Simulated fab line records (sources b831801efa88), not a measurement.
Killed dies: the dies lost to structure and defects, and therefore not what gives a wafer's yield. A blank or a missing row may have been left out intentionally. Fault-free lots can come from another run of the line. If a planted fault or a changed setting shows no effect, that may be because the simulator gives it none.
fab line records || flow sky130
record {"lots": 14, "wafers": 42, "lastDay": 51}
route steps=708 shown VT_ADJUST_HVTP@88
lots that met no fault: taken from a fault-free run of the same line
startH: hours from the record's first day to the start of the lot's first wafer shown || waitH: hours since the lot's step before || " the same as in the row above || L1.1+2: a row that stands for several wafers || - no value present, or no start provided || * or withheld: withheld || < > ~ a bound
route shown NAME@n: a module of which the file shows steps, and the number in the route of the first || usual: the fault-free wafers' mean and standard deviation || same: alike in all rows || chamber/n: place in a boat || sites: each site's reading || _std_site: standard deviation across them || _edge_site: mean of outer sites minus mean of inner sites || radiusMm: for every site, how far away it sits from the centre of the wafer || mask NAME#n: copy n || behind: the tool/chamber that last shaped the wafer || hold: the reason the lot was held/the length of the hold in hours/how it ended || device: whichever transistor did not switch (one of n, p or np) || end of line: tests run on the same wafers once the route is complete || a step without rows: its recipe alone || killed: count of dies lost to structure and defects at first sort (not the wafer's yield) || map: the dies of a wafer, with x for killed, . for not killed, _ for no die there
set.NAME: the run value of the setting; set.NAME@STEP: its run value at that earlier step || model.NAME: the simulator's own value behind a step, which no gauge read
route steps across a sampled set of lots; one table per step, one row per wafer
## steps
# step SKY_VT_ADJUST_HVTP_SOFTBAKE_03
# recipe {"tempC": 90, "timeS": 60, "resist": "NOVOLAK"}
# usual {"runLengthS": "89.2/0.32"}
{"lot.wafer": "L601.2", "tool": "lithoTrack-01", "chamber": 0, "startH": 120.33, "waitH": 0.1, "runLengthS": 89.7}
{"lot.wafer": "L601.3", "tool": "lithoTrack-01", "chamber": 0, "startH": 120.33, "waitH": 0.1, "runLengthS": 89.7}
{"lot.wafer": "L601.6", "tool": "lithoTrack-01", "chamber": 0, "startH": 120.33, "waitH": 0.1, "runLengthS": 89.7}
{"lot.wafer": "L603.2", "tool": "lithoTrack-02", "chamber": 0, "startH": 130.56, "waitH": 0.1, "runLengthS": 89.2}
{"lot.wafer": "L603.4", "tool": "lithoTrack-02", "chamber": 0, "startH": 130.56, "waitH": 0.1, "runLengthS": 89.0}
{"lot.wafer": "L603.5", "tool": "lithoTrack-02", "chamber": 0, "startH": 130.56, "waitH": 0.1, "runLengthS": 88.8}
{"lot.wafer": "L604.2", "tool": "lithoTrack-02", "chamber": 0, "startH": 138.96, "waitH": 0.1, "runLengthS": 89.0}
{"lot.wafer": "L604.4", "tool": "lithoTrack-02", "chamber": 0, "startH": 138.96, "waitH": 0.1, "runLengthS": 89.1}
{"lot.wafer": "L604.6", "tool": "lithoTrack-02", "chamber": 0, "startH": 138.96, "waitH": 0.1, "runLengthS": 89.2}
{"lot.wafer": "L605.4", "tool": "lithoTrack-04", "chamber": 0, "startH": 141.60, "waitH": 0.1, "runLengthS": 89.7}
{"lot.wafer": "L605.5", "tool": "lithoTrack-04", "chamber": 0, "startH": 141.60, "waitH": 0.1, "runLengthS": 89.6}
{"lot.wafer": "L605.6", "tool": "lithoTrack-04", "chamber": 0, "startH": 141.60, "waitH": 0.1, "runLengthS": 89.5}
{"lot.wafer": "L606.2", "tool": "lithoTrack-02", "chamber": 0, "startH": 147.26, "waitH": 0.1, "runLengthS": 88.9}
{"lot.wafer": "L606.3", "tool": "lithoTrack-02", "chamber": 0, "startH": 147.26, "waitH": 0.1, "runLengthS": 88.8}
{"lot.wafer": "L606.6", "tool": "lithoTrack-02", "chamber": 0, "startH": 147.26, "waitH": 0.1, "runLengthS": 88.9}
{"lot.wafer": "L608.2", "tool": "lithoTrack-02", "chamber": 0, "startH": 155.91, "waitH": 0.1, "runLengthS": 89.1}
{"lot.wafer": "L608.3", "tool": "lithoTrack-02", "chamber": 0, "startH": 155.91, "waitH": 0.1, "runLengthS": 89.2}
{"lot.wafer": "L608.5", "tool": "lithoTrack-02", "chamber": 0, "startH": 155.91, "waitH": 0.1, "runLengthS": 88.9}
{"lot.wafer": "L610.2", "tool": "lithoTrack-04", "chamber": 0, "startH": 173.25, "waitH": 0.1, "runLengthS": 89.5}
{"lot.wafer": "L610.3", "tool": "lithoTrack-04", "chamber": 0, "startH": 173.25, "waitH": 0.1, "runLengthS": 89.5}
{"lot.wafer": "L610.6", "tool": "lithoTrack-04", "chamber": 0, "startH": 173.25, "waitH": 0.1, "runLengthS": 89.8}
{"lot.wafer": "L611.1", "tool": "lithoTrack-04", "chamber": 0, "startH": 178.37, "waitH": 0.1, "runLengthS": 89.7}
{"lot.wafer": "L611.2", "tool": "lithoTrack-04", "chamber": 0, "startH": 178.37, "waitH": 0.1, "runLengthS": 89.5}
{"lot.wafer": "L611.4", "tool": "lithoTrack-04", "chamber": 0, "startH": 178.37, "waitH": 0.1, "runLengthS": 89.6}
{"lot.wafer": "L612.1", "tool": "lithoTrack-04", "chamber": 0, "startH": 182.92, "waitH": 0.1, "runLengthS": 99.7}
{"lot.wafer": "L612.2", "tool": "lithoTrack-04", "chamber": 0, "startH": 182.92, "waitH": 0.1, "runLengthS": 99.7}
{"lot.wafer": "L612.5", "tool": "lithoTrack-04", "chamber": 0, "startH": 182.92, "waitH": 0.1, "runLengthS": 99.7}
{"lot.wafer": "L614.2", "tool": "lithoTrack-02", "chamber": 0, "startH": 193.31, "waitH": 0.1, "runLengthS": 88.9}
{"lot.wafer": "L614.3", "tool": "lithoTrack-02", "chamber": 0, "startH": 193.31, "waitH": 0.1, "runLengthS": 89.2}
{"lot.wafer": "L614.4", "tool": "lithoTrack-02", "chamber": 0, "startH": 193.31, "waitH": 0.1, "runLengthS": 88.9}
{"lot.wafer": "L613.1", "tool": "lithoTrack-02", "chamber": 0, "startH": 194.18, "waitH": 0.1, "runLengthS": 89.0}
{"lot.wafer": "L613.2", "tool": "lithoTrack-02", "chamber": 0, "startH": 194.18, "waitH": 0.1, "runLengthS": 89.1}
{"lot.wafer": "L613.3", "tool": "lithoTrack-02", "chamber": 0, "startH": 194.18, "waitH": 0.1, "runLengthS": 89.1}
{"lot.wafer": "L615.1", "tool": "lithoTrack-04", "chamber": 0, "startH": 200.17, "waitH": 0.1, "runLengthS": 99.7}
{"lot.wafer": "L615.3", "tool": "lithoTrack-04", "chamber": 0, "startH": 200.17, "waitH": 0.1, "runLengthS": 99.7}
{"lot.wafer": "L615.6", "tool": "lithoTrack-04", "chamber": 0, "startH": 200.17, "waitH": 0.1, "runLengthS": 99.8}
{"lot.wafer": "L622.1", "tool": "lithoTrack-01", "chamber": 0, "startH": 254.06, "waitH": 0.1, "runLengthS": 89.5}
{"lot.wafer": "L622.2", "tool": "lithoTrack-01", "chamber": 0, "startH": 254.06, "waitH": 0.1, "runLengthS": 89.5}
{"lot.wafer": "L622.5", "tool": "lithoTrack-01", "chamber": 0, "startH": 254.06, "waitH": 0.1, "runLengthS": 89.4}
{"lot.wafer": "L624.2", "tool": "lithoTrack-02", "chamber": 0, "startH": 267.01, "waitH": 0.1, "runLengthS": 88.9}
{"lot.wafer": "L624.3", "tool": "lithoTrack-02", "chamber": 0, "startH": 267.01, "waitH": 0.1, "runLengthS": 89.3}
{"lot.wafer": "L624.5", "tool": "lithoTrack-02", "chamber": 0, "startH": 267.01, "waitH": 0.1, "runLengthS": 88.8}
## key
firstSign {"step": "SKY_VT_ADJUST_HVTP_SOFTBAKE_03", "reading": "runLengthS", "direction": "up", "sigmas": 33, "usual": "*", "struck": "*"}
effect none on later readings
metAt SKY_VT_ADJUST_HVTP_SOFTBAKE_03
struckLots L612,L615
testerLeftOut L612,L615
onsetBetween 178.37 182.92
fault {"kind": "processParameterDrift", "tool": "lithoTrack-04", "chamber": "-", "onsetH": 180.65, "steps": "SKY_VT_ADJUST_HVTP_SOFTBAKE_03", "channel": "timeS", "offset": "*", "shape": "step", "endH": 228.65, "actsIn": "*", "stated": "*"}
# testerLeftOut: of these lots the tester's yield and bins aren't shown, on N5 and GAA mostly nor the transistor test; their killed dies are dies lost to structure and defects alone, not to doping, threshold or leakage, so they don't give the yield
